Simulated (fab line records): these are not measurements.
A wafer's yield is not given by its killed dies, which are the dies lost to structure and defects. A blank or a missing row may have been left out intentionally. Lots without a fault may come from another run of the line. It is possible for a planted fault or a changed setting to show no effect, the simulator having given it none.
Matching of chambers    flow gf180mcu    rie_diel-04 running GF_PASSIVATION_ETCH_11: 4 sister chambers
The step etches the open film in CF4/O2, stops on TiN, target depth 2040 nm, time 453.3 s. 22 wafers are shown with their chamber, then 11 later ones without.

== WAFERS PAIRED WITH THEIR CHAMBERS ==
wafer   chamber  drypump_motor_current_A (A)  oes_product_au (a.u.)  throttle_valve_pct (%)
L075.1  1        6.2                          0.993                  5.973
L075.5  0        6.4                          0.991                  5.951
L075.6  1        6.2                          0.990                  5.974
L079.1  2        6.5                          0.994                  5.964
L079.3  0        6.4                          0.988                  5.975
L079.4  1        6.1                          0.990                  5.965
L081.1  1        6.1                          0.995                  5.959
L081.2  3        4.6                          0.978                  5.964
L081.3  2        6.5                          0.993                  5.957
L081.4  1        6.1                          0.994                  5.972
L081.5  2        6.5                          0.996                  5.973
L081.6  3        4.6                          0.978                  5.963
L082.2  0        6.4                          0.990                  5.962
L082.3  1        6.1                          0.993                  5.974
L082.5  3        4.6                          0.976                  5.965
L083.1  1        6.1                          0.995                  5.978
L083.4  0        6.4                          0.995                  5.978
L083.5  3        4.6                          0.978                  5.957
L085.3  1        6.1                          0.992                  5.950
L085.4  3        4.6                          0.979                  5.963
L085.6  0        6.4                          0.985                  5.967
L093.1  0        6.4                          0.983                  5.974

SIGNATURES, as means of the wafers listed above
reading                  chamber 0  chamber 1  chamber 2  chamber 3  scatter within a chamber
drypump_motor_current_A  6.400      6.125      6.500      4.600      0.0289
oes_product_au           0.98867    0.99275    0.99433    0.97780    0.00269
throttle_valve_pct       5.96783    5.96812    5.96467    5.96240    0.00852
Rule: distance of a wafer from a chamber = root of the sum over the readings of ((wafer's reading minus chamber's mean) / reading's scatter) squared. The wafer belongs to the nearest chamber; if the next one is less than 2 further off, it can't be placed. The scatter is the square root of a quotient: the sum, over the shown wafers, of each reading's squared deviation from its chamber's mean, divided by wafers minus chambers.

== WAFERS MISSING THEIR CHAMBER ==
wafer   drypump_motor_current_A (A)  oes_product_au (a.u.)  throttle_valve_pct (%)
L093.5  6.4                          0.982                  5.951
L093.6  6.1                          0.993                  5.961
L095.3  4.6                          0.990                  5.956
L095.4  6.1                          0.986                  5.977
L095.6  6.4                          0.994                  5.966
L096.4  6.5                          1.006                  5.964
L096.5  4.6                          0.990                  5.981
L096.6  6.5                          0.993                  5.957
L097.1  6.1                          1.001                  5.970
L097.4  6.4                          0.982                  5.966
L097.5  4.6                          0.982                  5.971

== WHICH CHAMBER EACH WENT THROUGH ==
wafer   from the rows above      in truth
L093.5  0                        0
L093.6  1                        1
L095.3  3                        3
L095.4  1                        1
L095.6  can't be placed: 0 or 2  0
L096.4  2                        2
L096.5  3                        3
L096.6  2                        2
L097.1  1                        1
L097.4  0                        0
L097.5  3                        3
Correctly placed: 10 of 11. These rows do not allow placing 1 (true chamber among the candidates in 1). Placed wrongly: 0.
